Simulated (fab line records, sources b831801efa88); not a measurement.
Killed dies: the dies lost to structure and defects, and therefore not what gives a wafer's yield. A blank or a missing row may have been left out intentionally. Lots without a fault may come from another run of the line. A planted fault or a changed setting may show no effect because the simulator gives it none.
8D (eight disciplines) problem report, filled in by code | flow sky130 | the parts of the form that need people (team, actions taken, sign-off) are left out

1. WHAT WENT WRONG
Wafers free of any fault read 0.1265 ohm/sq (standard deviation 0.0014) for METAL1_ALCU_RS at SKY_METAL1_RS_MEAS_05, against a mean of 0.0848 ohm/sq on 6 wafers of 2 lots. That is -30 standard deviations from the usual mean.
The step: measures by four-point-probe.
The first sign was on wafer L306.3 at day 35 19:25, on filmMetro-03. At this step, 42 wafers from 14 lots have a number in the record. The rule behind "out" and "out of limits": a value lying over 4 standard deviations away from the usual mean. All remaining wafers that have a number are taken as sound.

2. WHAT IT IS, WHAT IT ISN'T
question                    | is                         | is not
which readings at this step | METAL1_ALCU_RS             | -
which lots                  | L306, L308                 | L295, L296, L297, L299, L303, L304, L305, L307, L315, L316, L317, L318
which wafers of those lots  | all that have a number     | -
read on which gauges        | filmMetro-02, filmMetro-03 | filmMetro-04
when                        | from day 35 19:25          | up to then (21 sound wafers); but 15 sound wafers of L307, L315, L316, L317, L318 came after

3. THE SUSPECTS, EACH WITH WHAT RULES IT OUT
Counting: a tool stays on the suspect list if, at a process step up to the reading, it processed all lots that are out and no sound lot following the first of them.
- the gauge at SKY_METAL1_RS_MEAS_05 is ruled out. The wafers that are out were read on 2 gauges (filmMetro-02, filmMetro-03).
- pvdSputter-01 at SKY_METAL1_SPUTTER_02 (material AlCu, target thk 250 nm, time 13.3 s): ruled out as a lasting fault. After its first lot that is out, L306 (day 35 19:17), sound lots L317 ran on it.
Left after counting: nothing in the record.

4. THE CAUSE (what the simulator had put in)
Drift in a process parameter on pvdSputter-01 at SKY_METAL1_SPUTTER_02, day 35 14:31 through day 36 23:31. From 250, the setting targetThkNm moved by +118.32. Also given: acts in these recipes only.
It was ruled out by counting, in error; the rule expects a fault to strike all lots run on its tool from its start on, and this fault did not.

5. SEQUENCE OF EFFECTS, ordered by route
Rows list readings where the struck wafers' mean (over those with a number) sits beyond 3 standard deviations from the usual. Only readings whose record carries a usual standard deviation are examined. hours: median over the lots of the time between each lot's start at the first step of this table that gives one and its start at this step. sigmas: the change, counted in usual standard deviations.
hours | step                     | reading         | usual         | on struck wafers | change  | sigmas
0     | SKY_METAL1_RS_MEAS_05    | METAL1_ALCU_RS  | 0.1265 ohm/sq | 0.0848           | -0.0417 | -30
0     | SKY_METAL1_THK_MEAS_06   | METAL1_ALCU_THK | 254 nm        | 376              | +122    | +39
26    | SKY_METAL1_METAL_ETCH_19 | oesProductAu    | 0.855 a.u.    | 0.968            | +0.113  | +19
The process steps in it:
- SKY_METAL1_METAL_ETCH_19: etches the open film in Cl2/BCl3, stops on SiO2, target depth 360 nm, time 78 s.

6. HOW IT WOULD HAVE BEEN CAUGHT EARLIER
5 hours passed between the start of the fault at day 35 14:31 and the first reading out of limits at a measuring or inspecting step in this record, taken at day 35 19:25.
Tool readings at SKY_METAL1_SPUTTER_02 with a usual standard deviation given in the record: none out on any struck wafer, hence no alarm at a limit of 4 standard deviations on them.
